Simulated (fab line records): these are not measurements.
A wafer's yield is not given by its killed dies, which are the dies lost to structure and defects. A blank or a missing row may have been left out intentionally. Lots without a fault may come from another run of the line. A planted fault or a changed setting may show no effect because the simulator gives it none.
Matching of chambers + flow sky130 + SKY_VIA1_CMP_02 on cmp-02 has 4 sister chambers
The step polishes SiO2. 8 wafers are shown with their chamber, then 12 later ones without.

WAFERS, EACH WITH ITS CHAMBER
| wafer  | chamber | motor_current_A (A) |
|--------|---------|---------------------|
| L080.6 | 2       | 15.1                |
| L084.5 | 0       | 11.2                |
| L086.1 | 1       | 11.0                |
| L086.2 | 3       | 9.8                 |
| L086.3 | 2       | 15.3                |
| L091.4 | 1       | 10.5                |
| L091.5 | 0       | 11.5                |
| L091.6 | 3       | 10.3                |

WAFERS WITHOUT THEIR CHAMBER
| wafer  | motor_current_A (A) |
|--------|---------------------|
| L094.2 | 15.4                |
| L094.3 | 11.2                |
| L094.5 | 10.7                |
| L096.2 | 11.2                |
| L096.4 | 14.4                |
| L096.5 | 10.8                |
| L097.1 | 10.7                |
| L097.2 | 14.8                |
| L097.6 | 10.7                |
| L092.3 | 10.0                |
| L092.4 | 10.2                |
| L092.5 | 9.2                 |

WHICH CHAMBER EACH ONE RAN IN
| wafer  | from the rows above     | in truth                   |
|--------|-------------------------|----------------------------|
| L094.2 | 2                       | 2                          |
| L094.3 | can't be placed: 0 or 1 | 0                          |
| L094.5 | 1                       | 1                          |
| L096.2 | can't be placed: 0 or 1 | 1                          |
| L096.4 | 2                       | 2                          |
| L096.5 | can't be placed: 1 or 0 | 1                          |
| L097.1 | 1                       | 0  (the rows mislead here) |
| L097.2 | 2                       | 2                          |
| L097.6 | 1                       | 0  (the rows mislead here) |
| L092.3 | 3                       | 3                          |
| L092.4 | can't be placed: 3 or 1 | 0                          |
| L092.5 | 3                       | 3                          |
Correct placement for 6 of the 12. From these rows, 4 cannot be placed; in 3 the true chamber is one of the candidates. Number placed wrongly: 2.
How it was worked out, from the rows above alone: a wafer's distance from a chamber is the root of the sum, over the readings, of the square of ((its reading less the chamber's mean) divided by the reading's scatter). If the next closest chamber is less than 2 further off than the closest, the wafer can't be placed; otherwise it belongs to the closest. For every chamber, the mean is computed from those of its wafers that are shown. The scatter: take each reading less its chamber's mean, square it, sum over the shown wafers, divide by the number of wafers less the number of chambers, and take the root.
